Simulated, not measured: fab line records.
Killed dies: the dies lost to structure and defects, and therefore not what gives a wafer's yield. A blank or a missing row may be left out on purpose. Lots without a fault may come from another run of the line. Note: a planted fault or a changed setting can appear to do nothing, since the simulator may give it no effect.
What tool caused it? | flow gf180mcu | 6 lots, 18 wafers sampled, at 2 steps of a route of 602

## WHAT THE GAUGES SHOWED, per wafer
GF_CONTACT_THK_MEAS_03.
lot  | measured     | on            | CONTACT_CVD_02_THK (nm)
L643 | day 15 12:50 | film metro-02 | 843 847 855
L645 | day 16 10:56 | film metro-02 | 867 878 874
L652 | day 20 00:22 | film metro-02 | 976 981 998
L655 | day 21 06:29 | film metro-03 | 848 880 854
L661 | day 22 01:50 | film metro-02 | 855 847 864
L662 | day 22 16:50 | film metro-03 | 849 863 876

## TOOL THAT RAN EACH LOT (tool first, then ch and the chambers of the sampled wafers, then the start)
lot  | GF_CONTACT_CVD_02
L643 | pecvd-04 ch 0,1,2, day 15 12:45
L645 | pecvd-03 ch 0,1,2, day 16 10:52
L652 | pecvd-04 ch 0,1, day 20 00:17
L655 | pecvd-03 ch 0,1, day 21 06:20
L661 | pecvd-02 ch 0,1,2, day 22 01:46
L662 | pecvd-02 ch 1,2, day 22 16:46
- GF_CONTACT_CVD_02: deposits SiO2 from TEOS, target thk 860 nm, time 95.992 s.

## THE ANSWER, worked out from the rows above alone
Rule: the usual values come from the lots themselves. The widest of any qualifying gaps counts: lots, ordered by their means at a reading, are off when they make up no more than a third of the lots, leave a main group of 4 or more, and stand apart from it by 3 or more times the standard deviation of that group's means. The tables above print the reading to a certain number of digits; a main group whose means all agree to those digits is not used. A lot without any number at a reading at which 4 lots or more have one is off too. Any other lot the step has rows for is counted as sound.
Off: L652, seen at GF_CONTACT_THK_MEAS_03 (CONTACT_CVD_02_THK). The main group has a mean of 860 nm with a standard deviation of 8.2.
A tool fits if, at a process step before that reading, it ran every lot that is off, and no sound lot after the first of them. Gauges at GF_CONTACT_THK_MEAS_03: tried the same way as those tools. One fits: pecvd-04 at GF_CONTACT_CVD_02. A fault onset in the window from L643 (day 15 12:45, its last sound lot) to L652 (day 20 00:17, its first lot off) fits.

## WHAT THE SIMULATOR HAD PUT IN
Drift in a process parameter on pecvd-04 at GF_CONTACT_CVD_02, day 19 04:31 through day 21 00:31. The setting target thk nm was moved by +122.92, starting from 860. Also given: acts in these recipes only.
Lots struck among those shown: L652. The rule given above showed the same thing.
